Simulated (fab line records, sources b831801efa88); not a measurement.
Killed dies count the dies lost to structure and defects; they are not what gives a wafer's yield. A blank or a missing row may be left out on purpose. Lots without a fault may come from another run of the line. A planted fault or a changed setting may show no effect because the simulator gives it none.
Matching of chambers :: flow gf180mcu :: 4 sister chambers for GF_V5_CMP_04 on cmp-01
The step polishes SiO2. 8 wafers are shown with their chamber, then 11 later ones without.

== EACH WAFER AND ITS CHAMBER ==
wafer: L080.2
chamber: 3
motor current A (A): 12.2

wafer: L081.1
chamber: 2
motor current A (A): 13.0

wafer: L082.1
chamber: 3
motor current A (A): 12.8

wafer: L083.1
chamber: 0
motor current A (A): 12.5

wafer: L083.5
chamber: 2
motor current A (A): 13.5

wafer: L087.5
chamber: 1
motor current A (A): 13.9

wafer: L087.6
chamber: 0
motor current A (A): 13.1

wafer: L089.1
chamber: 1
motor current A (A): 13.4

== WAFERS WHOSE CHAMBER IS MISSING ==
wafer: L089.2
motor current A (A): 12.5

wafer: L089.3
motor current A (A): 12.9

wafer: L093.1
motor current A (A): 13.1

wafer: L093.4
motor current A (A): 14.2

wafer: L093.5
motor current A (A): 12.2

wafer: L095.1
motor current A (A): 13.1

wafer: L095.4
motor current A (A): 12.9

wafer: L095.6
motor current A (A): 12.2

wafer: L096.2
motor current A (A): 12.3

wafer: L096.3
motor current A (A): 12.7

wafer: L096.5
motor current A (A): 12.4

== WHICH CHAMBER EACH ONE RAN IN ==
wafer: L089.2
from the rows above: can't be placed: 3 or 0 or 2
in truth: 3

wafer: L089.3
from the rows above: can't be placed: 0 or 2 or 3 or 1
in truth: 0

wafer: L093.1
from the rows above: can't be placed: 2 or 0 or 1 or 3
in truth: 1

wafer: L093.4
from the rows above: can't be placed: 1 or 2
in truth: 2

wafer: L093.5
from the rows above: can't be placed: 3 or 0 or 2
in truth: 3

wafer: L095.1
from the rows above: can't be placed: 2 or 0 or 1 or 3
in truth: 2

wafer: L095.4
from the rows above: can't be placed: 0 or 2 or 3 or 1
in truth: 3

wafer: L095.6
from the rows above: can't be placed: 3 or 0 or 2
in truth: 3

wafer: L096.2
from the rows above: can't be placed: 3 or 0 or 2
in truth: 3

wafer: L096.3
from the rows above: can't be placed: 0 or 3 or 2
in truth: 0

wafer: L096.5
from the rows above: can't be placed: 3 or 0 or 2
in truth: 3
0 of 11 placed correctly. From these rows, 11 cannot be placed; in 11 the true chamber is one of the candidates. Number placed wrongly: 0.
How it was worked out, from the rows above alone: a wafer's distance from a chamber is the root of the sum, over the readings, of the square of ((its reading less the chamber's mean) divided by the reading's scatter). The wafer belongs to the nearest chamber; if the next one is less than 2 further off, it can't be placed. The mean given for a chamber averages the wafers shown for that chamber. The scatter: the root of (the sum of the squares of (reading less its chamber's mean) over the shown wafers, divided by (wafers less chambers)).
